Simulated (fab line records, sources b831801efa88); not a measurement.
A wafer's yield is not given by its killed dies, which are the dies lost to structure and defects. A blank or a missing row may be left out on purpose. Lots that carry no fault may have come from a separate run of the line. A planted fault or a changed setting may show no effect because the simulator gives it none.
Which tool is to blame? | flow sky130 | 21 wafers from 7 lots sampled at 2 of the route's 708 steps

== WHAT EACH GAUGE READ, for each wafer ==
SKY_GATE_OXIDE_OVL_MEAS_10.
lot  | measured     | on         | GATE_OXIDE_OVL (nm)
L504 | day 14 08:53 | overlay-01 | 0.0 -0.7 -0.5
L506 | day 15 07:12 | overlay-01 | -0.3 -0.1 -0.1
L511 | day 17 07:20 | overlay-01 | -1.6 -2.0 -3.0
L515 | day 19 09:23 | overlay-01 | 1.2 0.0 1.6
L518 | day 20 03:14 | overlay-01 | -2.7 -3.1 -3.5
L522 | day 20 20:16 | overlay-01 | -0.7 -2.3 -0.3
L525 | day 22 17:41 | overlay-02 | 0.6 -0.5 -1.3

== WHAT TOOL EACH LOT RAN ON (gives the tool, then ch and the chambers of the sampled wafers, and finally the start) ==
lot  | SKY_GATE_OXIDE_EXPOSE_07
L504 | iline stepper-02 ch 0, day 13 19:43
L506 | iline stepper-02 ch 0, day 14 18:10
L511 | iline stepper-02 ch 0, day 16 17:53
L515 | iline stepper-02 ch 0, day 18 18:09
L518 | iline stepper-02 ch 0, day 19 11:49
L522 | iline stepper-01 ch 0, day 20 05:49
L525 | iline stepper-01 ch 0, day 22 02:26
- SKY_GATE_OXIDE_EXPOSE_07: exposes mask LVOM, target cd 600 nm.

== THE ANSWER, worked out from the rows above alone ==
Rule: what is usual is taken from the lots themselves. The widest of any qualifying gaps counts: lots, ordered by their means at a reading, are off when they make up no more than a third of the lots, leave a main group of 4 or more, and stand apart from it by 3 or more times the standard deviation of that group's means. Not used: any main group whose means are identical at the precision the tables above print for the reading. A lot without any number at a reading at which 4 lots or more have one is off too. The other lots that the step has rows for count as sound.
No lot is off on any of the readings shown, so nothing can be concluded from this.

== WHAT THE SIMULATOR HAD INSERTED ==
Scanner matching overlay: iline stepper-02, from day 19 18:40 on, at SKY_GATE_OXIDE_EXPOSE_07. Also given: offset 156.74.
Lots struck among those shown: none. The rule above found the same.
